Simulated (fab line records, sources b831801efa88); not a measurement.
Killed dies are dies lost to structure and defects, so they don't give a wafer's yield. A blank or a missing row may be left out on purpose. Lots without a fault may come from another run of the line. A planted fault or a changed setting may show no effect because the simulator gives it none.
fab line records | flow sky130
record lots=14 wafers=42 last_day=51
route steps=708 shown VT_ADJUST_HVTR@138 SONOS_ONO@173 GATE_OXIDE@189 POLY_GATE@223
lots that met no fault: from a run of the same line without faults
start_h: hours from the record's first day to the start of the lot's first wafer shown | wait_h: hours since the lot's step before | " the same as in the row above | L1.1+2: a row that stands for several wafers | - no value, or no start given | * or withheld: withheld | < > ~ a bound
route shown NAME@n: a module of which the file shows steps, and the number in the route of the first | usual: mean/standard deviation of fault-free wafers | same: alike in all rows | chamber/n: place in a boat | sites: the reading at each site | _std_site: their standard deviation | _edge_site: outer sites' mean less inner sites' | radius_mm: how far each site lies from the wafer's centre | mask NAME#n: copy n | behind: the tool/chamber that last shaped the wafer | hold: why the lot was held/for how many hours/how that ended | device: the transistor (n, p or np) that didn't switch | end of line: the same wafers' tests at the end of the route | a step without rows: its recipe alone | killed: dies lost to structure and defects at the first sort, not the wafer's yield | map: a wafer's dies, x killed, . not, _ none there
set.NAME: the setting as run; set.NAME@STEP: as run at that earlier step | model.NAME: the simulator's own value behind a step, which no gauge read
steps of the route over a sample of lots; a table a step, a row a wafer
## steps
# step SKY_VT_ADJUST_HVTR_CD_MEAS_07
# recipe target_cd_nm=380
# usual cd_nm=379.3/2.3
# columns lot.wafer tool chamber start_h wait_h cd_nm
L623.1 cd_sem-01 - 195.62 0.1 378.6
L623.3 " - " " 378.3
L623.4 " - " " 379.9
L624.1 cd_sem-02 - 205.62 0.1 377.6
L624.2 " - " " 375.5
L624.5 " - " " 378.7
L625.3 cd_sem-01 - 207.86 0.1 383.1
L625.4 " - " " 379.7
L625.6 " - " " 380.9
L626.1 cd_sem-01 - 218.87 0.1 377.6
L626.2 " - " " 378.9
L626.6 " - " " 380.4
L627.1 cd_sem-01 - 230.02 0.1 382.2
L627.2 " - " " 381.8
L627.5 " - " " 382.1
L630.1 cd_sem-02 - 246.30 0.1 378.8
L630.3 " - " " 379.1
L630.5 " - " " 378.3
L631.2 cd_sem-02 - 252.69 0.1 382.3
L631.5 " - " " 385.0
L631.6 " - " " 381.0
L632.2 cd_sem-01 - 264.59 0.1 375.4
L632.4 " - " " 378.0
L632.6 " - " " 376.7
L634.2 cd_sem-02 - 278.22 0.1 374.4
L634.3 " - " " 376.7
L634.5 " - " " 377.5
L639.1 cd_sem-02 - 337.42 0.1 385.7
L639.3 " - " " 384.4
L639.5 " - " " 382.4
L642.3 cd_sem-02 - 352.84 0.1 379.2
L642.4 " - " " 377.5
L642.5 " - " " 381.6
L644.2 cd_sem-01 - 365.72 0.1 380.4
L644.5 " - " " 381.0
L644.6 " - " " 380.7
L645.1 cd_sem-01 - 369.62 0.1 378.4
L645.3 " - " " 377.5
L645.5 " - " " 379.8
L646.1 cd_sem-01 - 415.90 0.1 379.6
L646.2 " - " " 380.8
L646.4 " - " " 379.4
# step SKY_SONOS_ONO_THK_MEAS_05
# recipe reads=SiO2_of_SONOS_ONO_CVD_04
# usual SONOS_ONO_CVD_04_THK=5.74/0.1
# columns lot.wafer tool chamber start_h wait_h SONOS_ONO_CVD_04_THK[nm]
L623.1 film_metro-02 - 247.20 0.0 5.68
L623.3 " - " " 5.66
L623.4 " - " " 5.86
L624.1 film_metro-01 - 258.17 0.0 5.65
L624.2 " - " " 5.69
L624.5 " - " " 5.66
L625.3 film_metro-02 - 258.19 0.0 5.75
L625.4 " - " " 5.70
L625.6 " - " " 5.75
L626.1 film_metro-02 - 273.32 0.0 5.74
L626.2 " - " " 5.86
L626.6 " - " " 5.88
L627.1 film_metro-02 - 282.56 0.0 5.65
L627.2 " - " " 5.67
L627.5 " - " " 5.64
L630.1 film_metro-03 - 304.18 0.0 5.63
L630.3 " - " " 5.62
L630.5 " - " " 5.57
L631.2 film_metro-01 - 307.03 0.0 5.94
L631.5 " - " " 5.80
L631.6 " - " " 5.95
L632.2 film_metro-03 - 319.13 0.0 5.76
L632.4 " - " " 5.59
L632.6 " - " " 5.76
L634.2 film_metro-01 - 336.47 0.0 5.69
L634.3 " - " " 5.53
L634.5 " - " " 5.64
L639.1 film_metro-02 - 398.64 0.0 5.75
L639.3 " - " " 5.70
L639.5 " - " " 5.79
L642.3 film_metro-02 - 418.46 0.0 5.73
L642.4 " - " " 5.76
L642.5 " - " " 5.72
L644.2 film_metro-03 - 428.21 0.0 5.74
L644.5 " - " " 5.77
L644.6 " - " " 5.78
L645.1 film_metro-01 - 436.08 0.0 5.77
L645.3 " - " " 5.89
L645.5 " - " " 5.79
L646.1 film_metro-02 - 484.09 0.0 5.80
L646.2 " - " " 5.80
L646.4 " - " " 5.88
# step SKY_GATE_OXIDE_THK_MEAS_02
# recipe reads=SiO2_of_GATE_OXIDE_OXIDATION_01
# usual GATE_OXIDE_OXIDATION_00_THK=10.34/0.2
# columns lot.wafer tool chamber start_h wait_h GATE_OXIDE_OXIDATION_00_THK[nm]
L623.1 film_metro-02 - 275.42 0.0 10.27
L623.3 " - " " 10.20
L623.4 " - " " 10.18
L624.1 film_metro-02 - 283.51 0.0 10.75
L624.2 " - " " 10.65
L624.5 " - " " 10.64
L625.3 film_metro-04 - 284.61 0.0 10.29
L625.4 " - " " 10.16
L625.6 " - " " 10.25
L626.1 film_metro-04 - 300.24 0.0 10.18
L626.2 " - " " 10.19
L626.6 " - " " 10.12
L627.1 film_metro-04 - 309.54 0.0 10.28
L627.2 " - " " 10.29
L627.5 " - " " 10.17
L630.1 film_metro-03 - 332.22 0.0 10.47
L630.3 " - " " 10.41
L630.5 " - " " 10.51
L631.2 film_metro-04 - 335.69 0.0 10.17
L631.5 " - " " 10.37
L631.6 " - " " 10.16
L632.2 film_metro-04 - 348.05 0.0 10.64
L632.4 " - " " 10.53
L632.6 " - " " 10.66
L634.2 film_metro-03 - 367.10 0.0 10.38
L634.3 " - " " 10.44
L634.5 " - " " 10.58
L639.1 film_metro-04 - 432.21 0.0 10.60
L639.3 " - " " 10.59
L639.5 " - " " 10.59
L642.3 film_metro-02 - 450.94 0.0 10.24
L642.4 " - " " 10.41
L642.5 " - " " 10.28
L644.2 film_metro-03 - 461.42 0.0 10.00
L644.5 " - " " 10.03
L644.6 " - " " 10.02
L645.1 film_metro-02 - 468.88 0.0 10.19
L645.3 " - " " 10.05
L645.5 " - " " 10.20
L646.1 film_metro-03 - 517.27 0.0 10.12
L646.2 " - " " 10.04
L646.4 " - " " 10.14
# step SKY_POLY_GATE_SOFTBAKE_09
# recipe temp_c=100 time_s=90 resist=KrF-thick
# usual heater_power_total_W=57.36/0.12 plate_temp_C=100.05/0.13
# columns lot.wafer tool chamber start_h wait_h heater_power_total_W plate_temp_C
L623.1 litho_track-02 0 344 - 57.18 100.20
L623.3 " 0 " " 57.49 99.93
L623.4 " 0 " " 57.51 100.01
L624.1 litho_track-02 0 353 - 57.41 99.81
L624.2 " 0 " " 57.38 99.93
L624.5 " 0 354 - 57.39 99.89
L625.3 litho_track-04 0 355 - 57.31 100.17
L625.4 " 0 " " 57.21 100.15
L625.6 " 0 " " 57.17 100.10
L626.1 litho_track-02 0 372 - 57.35 100.05
L626.2 " 0 " " 57.29 100.15
L626.6 " 0 " " 57.45 100.19
L627.1 litho_track-02 0 383 - 57.15 100.06
L627.2 " 0 " " 57.50 100.04
L627.5 " 0 384 - 57.19 100.03
L630.1 litho_track-03 0 410 - 57.27 99.92
L630.3 " 0 " " 57.37 100.04
L630.5 " 0 " " 57.43 100.29
L631.2 litho_track-03 0 413 - 57.54 100.07
L631.5 " 0 " " 57.43 100.17
L631.6 " 0 " " 57.50 100.04
L632.2 litho_track-03 0 426 - 52.93 94.43
L632.4 " 0 " " 52.83 94.29
L632.6 " 0 " " 52.91 94.32
L634.2 litho_track-03 0 446 - 52.90 94.35
L634.3 " 0 " " 53.12 94.41
L634.5 " 0 " " 52.83 94.43
L639.1 litho_track-04 0 514 - 57.56 100.02
L639.3 " 0 " " 57.24 99.97
L639.5 " 0 " " 57.21 100.10
L642.3 litho_track-03 0 531 - 57.31 99.94
L642.4 " 0 " " 57.49 99.81
L642.5 " 0 " " 57.57 99.91
L644.2 litho_track-03 0 542 - 57.21 100.23
L644.5 " 0 543 - 57.47 100.16
L644.6 " 0 " " 57.38 100.00
L645.1 litho_track-02 0 550 - 57.39 99.96
L645.3 " 0 " " 57.22 100.07
L645.5 " 0 " " 57.46 100.05
L646.1 litho_track-02 0 597 - 57.35 99.88
L646.2 " 0 " " 57.23 99.97
L646.4 " 0 " " 57.48 100.13
## key
first_sign step=SKY_POLY_GATE_SOFTBAKE_09 reading=plate_temp_C direction=down sigmas=45 usual=* struck=*
effect step=SKY_POLY_GATE_SOFTBAKE_09 reading=heater_power_total_W direction=down sigmas=37 usual=* struck=*
met_at SKY_POLY_GATE_SOFTBAKE_09
struck_lots L632,L634
tester_left_out L632,L634
not_acting_at SKY_VT_ADJUST_HVTR_CD_MEAS_07,SKY_SONOS_ONO_THK_MEAS_05,SKY_GATE_OXIDE_THK_MEAS_02
onset_between 413 426
fault kind=process_parameter_drift tool=litho_track-03 chamber=- onset_h=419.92 steps=SKY_POLY_GATE_SOFTBAKE_09 channel=temp_c offset=* shape=step end_h=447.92 acts_in=* stated=*
# tester_left_out: of these lots the tester's yield and bins aren't shown, on N5 and GAA mostly nor the transistor test; their killed dies are dies lost to structure and defects alone, not to doping, threshold or leakage, so they don't give the yield
